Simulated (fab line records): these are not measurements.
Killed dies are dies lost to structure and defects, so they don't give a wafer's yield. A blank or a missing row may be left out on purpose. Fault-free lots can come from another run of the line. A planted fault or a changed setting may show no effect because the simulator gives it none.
One fault seen from 2 desks | flow gf180mcu | what lay behind the numbers comes last; until then each desk has only its own

## AT THE METROLOGY DESK
What the gauges read for every lot (on any tool): the sampled wafers with a number, averaged. Marked OUT: a lot whose mean sits more than 4 standard deviations from the usual mean, which makes it out of limits; the brackets give that distance.
Columns: A = V1_W_RS at GF_V1_RS_MEAS_24, usual 0.322 ohm/sq; B = V2_CVD_02_THK at GF_V2_THK_MEAS_03, usual 849 nm; C = cd nm at GF_V3_CD_MEAS_14, usual 260.0 nm; D = cd nm at GF_M5_CD_MEAS_07, usual 279.9 nm; E = M5_OVL at GF_M5_OVL_MEAS_08, usual -1 nm
lot  | first seen here | A     | B   | C     | D     | E
L478 | day 18 08:56    | 0.321 | 844 | 260.8 | 279.9 | -1
L479 | day 18 14:52    | 0.323 | 844 | 261.1 | 279.7 | -5
L480 | day 19 02:55    | 0.328 | 847 | 259.6 | 277.7 | -0
L481 | day 19 08:05    | 0.322 | 855 | 261.3 | 280.3 | -4
L482 | day 19 22:20    | 0.323 | 843 | 260.5 | 281.8 | 7
L483 | day 20 09:22    | 0.321 | 841 | 257.9 | 279.7 | -1
L484 | day 20 13:52    | 0.326 | 855 | 259.9 | 281.5 | 1
L489 | day 22 15:44    | 0.325 | 857 | 259.7 | 279.1 | 2
L494 | day 24 14:35    | 0.320 | 850 | 259.5 | 280.5 | 1
L498 | day 25 14:08    | 0.325 | 852 | 260.0 | 278.3 | -3
L499 | day 25 18:17    | 0.323 | 838 | 260.3 | 279.2 | 5
L500 | day 26 01:20    | 0.321 | 860 | 261.4 | 279.9 | 3
L501 | day 26 13:08    | 0.319 | 849 | 257.5 | 281.7 | -4
This desk's finding: nothing out of limits on any of the 13 lots.

## TOOL OWNER'S DESK, litho track-02
The tool's own readings at GF_HV_LDD_COAT_41 (resist thk 1000 nm): means of the sampled wafers that have a number, for each lot that ran on this tool. Marked OUT: a lot whose mean sits more than 4 standard deviations from the usual mean, which makes it out of limits; the brackets give that distance.
Columns: A = resist line temp C at GF_HV_LDD_COAT_41, usual 22.99 C; B = spin speed rpm at GF_HV_LDD_COAT_41, usual 3000.2 rpm
lot  | first seen here | A     | B
L478 | day 12 02:01    | 22.92 | 3000.3
L489 | day 15 19:19    | 23.05 | 2999.1
This desk's finding: nothing out of limits on any of the 2 lots.

## PUT TOGETHER
At the metrology desk, nothing out of limits was observed.
Nothing out of limits was seen by the tool owner's desk.

## WHAT THE SIMULATOR HAD INSERTED
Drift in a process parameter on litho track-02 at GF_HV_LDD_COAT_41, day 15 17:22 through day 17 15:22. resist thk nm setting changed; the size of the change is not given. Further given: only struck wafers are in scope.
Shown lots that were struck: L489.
